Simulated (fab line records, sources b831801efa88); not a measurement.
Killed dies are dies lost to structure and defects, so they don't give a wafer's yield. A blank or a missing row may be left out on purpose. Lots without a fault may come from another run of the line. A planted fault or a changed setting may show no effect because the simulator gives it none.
Chamber matching | flow gf180mcu | GF_V2_CMP_26 on cmp-01: 4 sister chambers
The step polishes, stops on SiO2, t overpolish 15 s, target thk 0 nm. 4 wafers are shown with their chamber, then 11 later ones without.

WAFERS WITH THEIR CHAMBER
wafer  | chamber | motor_current_A (A)
L086.1 | 2       | 10.9
L086.3 | 0       | 12.2
L086.6 | 3       | 11.7
L092.1 | 1       | 10.1

WAFERS WITHOUT THEIR CHAMBER
wafer  | motor_current_A (A)
L092.3 | 12.4
L092.6 | 11.7
L093.1 | 12.0
L093.2 | 12.8
L093.5 | 12.6
L094.2 | 10.2
L094.3 | 11.7
L094.4 | 10.7
L096.3 | 12.0
L096.5 | 10.2
L096.6 | 13.1

WHICH CHAMBER EACH WENT THROUGH
wafer  | from the rows above     | in truth
L092.3 | can't be placed: 0 or 3 | 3
L092.6 | can't be placed: 3 or 0 | 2
L093.1 | can't be placed: 0 or 3 | 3
L093.2 | can't be placed: 0 or 3 | 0
L093.5 | can't be placed: 0 or 3 | 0
L094.2 | can't be placed: 1 or 2 | 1
L094.3 | can't be placed: 3 or 0 | 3
L094.4 | can't be placed: 2 or 1 | 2
L096.3 | can't be placed: 0 or 3 | 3
L096.5 | can't be placed: 1 or 2 | 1
L096.6 | can't be placed: 0 or 3 | 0
Placed correctly: 0 of 11. Can't be placed from these rows: 11 (the true chamber is among the candidates in 10). Placed wrongly: 0.
How it was worked out, from the rows above alone: a wafer's distance from a chamber is the root of the sum, over the readings, of the square of ((its reading less the chamber's mean) divided by the reading's scatter). The wafer belongs to the nearest chamber; if the next one is less than 2 further off, it can't be placed. A chamber's mean is the mean of its shown wafers. The scatter: with one shown wafer a chamber, the root of the mean of the squares of how far each hidden wafer lies from its nearest shown one.
